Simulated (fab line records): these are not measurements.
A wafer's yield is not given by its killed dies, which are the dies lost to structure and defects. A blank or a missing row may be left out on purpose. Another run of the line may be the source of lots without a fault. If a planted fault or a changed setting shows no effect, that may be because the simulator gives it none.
The tool behind it: which one? || flow sky130 || 33 wafers from 11 lots sampled at 4 of the route's 708 steps

## WHAT THE GAUGES READ, wafer by wafer
SKY_METAL4_OVL_MEAS_14.
{"lot": "L501", "measured": "day 41 08:16", "on": "overlay-01", "METAL4_OVL (nm)": "1 -5 -3"}
{"lot": "L502", "measured": "day 42 09:34", "on": "overlay-02", "METAL4_OVL (nm)": "-4 -2 0"}
{"lot": "L503", "measured": "day 42 23:25", "on": "overlay-02", "METAL4_OVL (nm)": "-1 9 1"}
{"lot": "L506", "measured": "day 43 23:04", "on": "overlay-02", "METAL4_OVL (nm)": "4 2 -1"}
{"lot": "L508", "measured": "day 43 23:46", "on": "overlay-02", "METAL4_OVL (nm)": "2 10 8"}
{"lot": "L515", "measured": "day 45 18:16", "on": "overlay-02", "METAL4_OVL (nm)": "-3 -7 -4"}
{"lot": "L517", "measured": "day 45 22:39", "on": "overlay-01", "METAL4_OVL (nm)": "-2 -1 4"}
{"lot": "L518", "measured": "day 46 06:16", "on": "overlay-02", "METAL4_OVL (nm)": "-9 0 -4"}
{"lot": "L522", "measured": "day 47 09:10", "on": "overlay-01", "METAL4_OVL (nm)": "10 -2 4"}
{"lot": "L521", "measured": "day 47 11:58", "on": "overlay-02", "METAL4_OVL (nm)": "-8 -7 -1"}
{"lot": "L524", "measured": "day 47 23:04", "on": "overlay-02", "METAL4_OVL (nm)": "8 5 -3"}

## TOOL THAT RAN EACH LOT (tool first, then ch and the chambers of the sampled wafers, then the start)
{"lot": "L501", "SKY_METAL3_ETCH_17": "rie-diel-01 ch 1,3, day 38 02:58", "SKY_METAL4_SPUTTER_00": "pvd-sputter-04, day 39 07:18", "SKY_METAL4_SPUTTER_02": "pvd-sputter-04, day 39 07:21"}
{"lot": "L502", "SKY_METAL3_ETCH_17": "rie-diel-03 ch 0,2, day 39 06:31", "SKY_METAL4_SPUTTER_00": "pvd-sputter-04, day 40 09:56", "SKY_METAL4_SPUTTER_02": "pvd-sputter-04, day 40 09:59"}
{"lot": "L503", "SKY_METAL3_ETCH_17": "rie-diel-03 ch 0,1,2, day 39 20:59", "SKY_METAL4_SPUTTER_00": "pvd-sputter-04, day 40 23:39", "SKY_METAL4_SPUTTER_02": "pvd-sputter-04, day 40 23:42"}
{"lot": "L506", "SKY_METAL3_ETCH_17": "rie-diel-03 ch 0,1,3, day 40 21:27", "SKY_METAL4_SPUTTER_00": "pvd-sputter-04, day 42 00:24", "SKY_METAL4_SPUTTER_02": "pvd-sputter-04, day 42 00:27"}
{"lot": "L508", "SKY_METAL3_ETCH_17": "rie-diel-01 ch 0,1, day 40 23:07", "SKY_METAL4_SPUTTER_00": "pvd-sputter-03, day 42 01:58", "SKY_METAL4_SPUTTER_02": "pvd-sputter-03, day 42 02:01"}
{"lot": "L515", "SKY_METAL3_ETCH_17": "rie-diel-02 ch 0,2,3, day 42 20:47", "SKY_METAL4_SPUTTER_00": "pvd-sputter-03, day 43 22:29", "SKY_METAL4_SPUTTER_02": "pvd-sputter-03, day 43 22:32"}
{"lot": "L517", "SKY_METAL3_ETCH_17": "rie-diel-03 ch 0,1,2, day 43 01:22", "SKY_METAL4_SPUTTER_00": "pvd-sputter-04, day 44 03:15", "SKY_METAL4_SPUTTER_02": "pvd-sputter-04, day 44 03:19"}
{"lot": "L518", "SKY_METAL3_ETCH_17": "rie-diel-01 ch 0,1, day 43 11:23", "SKY_METAL4_SPUTTER_00": "pvd-sputter-04, day 44 12:31", "SKY_METAL4_SPUTTER_02": "pvd-sputter-04, day 44 12:34"}
{"lot": "L522", "SKY_METAL3_ETCH_17": "rie-diel-03 ch 1,3, day 44 15:04", "SKY_METAL4_SPUTTER_00": "pvd-sputter-01, day 45 15:45", "SKY_METAL4_SPUTTER_02": "pvd-sputter-01, day 45 15:48"}
{"lot": "L521", "SKY_METAL3_ETCH_17": "rie-diel-01 ch 0,2,3, day 44 17:31", "SKY_METAL4_SPUTTER_00": "pvd-sputter-03, day 45 17:37", "SKY_METAL4_SPUTTER_02": "pvd-sputter-03, day 45 17:40"}
{"lot": "L524", "SKY_METAL3_ETCH_17": "rie-diel-03 ch 1,2,3, day 45 05:04", "SKY_METAL4_SPUTTER_00": "pvd-sputter-03, day 46 05:05", "SKY_METAL4_SPUTTER_02": "pvd-sputter-03, day 46 05:08"}
- SKY_METAL3_ETCH_17: etches SiO2 in C4F8/O2/Ar, stops on TiN, time 3.9 s, target depth 15 nm.
- SKY_METAL4_SPUTTER_00: material Ti, target thk 15 nm, time 10 s.
- SKY_METAL4_SPUTTER_02: material AlCu, target thk 735 nm, time 39.1 s.

## THE ANSWER, worked out from the rows above alone
Rule: the usual values come from the lots themselves. Put in order of their means at a reading, lots are off if they are a third of the lots or fewer, leave a main group of 4 or more, and stand apart from it by a gap of 3 or more times the standard deviation of the main group's means; of several such gaps the widest counts. Not used: any main group whose means are identical at the precision the tables above print for the reading. A lot without any number at a reading at which 4 lots or more have one is off too. Any other lot the step has rows for is counted as sound.
No lot is off on any of the readings shown, so nothing can be concluded from this.

## WHAT WAS PUT IN BY THE SIMULATOR
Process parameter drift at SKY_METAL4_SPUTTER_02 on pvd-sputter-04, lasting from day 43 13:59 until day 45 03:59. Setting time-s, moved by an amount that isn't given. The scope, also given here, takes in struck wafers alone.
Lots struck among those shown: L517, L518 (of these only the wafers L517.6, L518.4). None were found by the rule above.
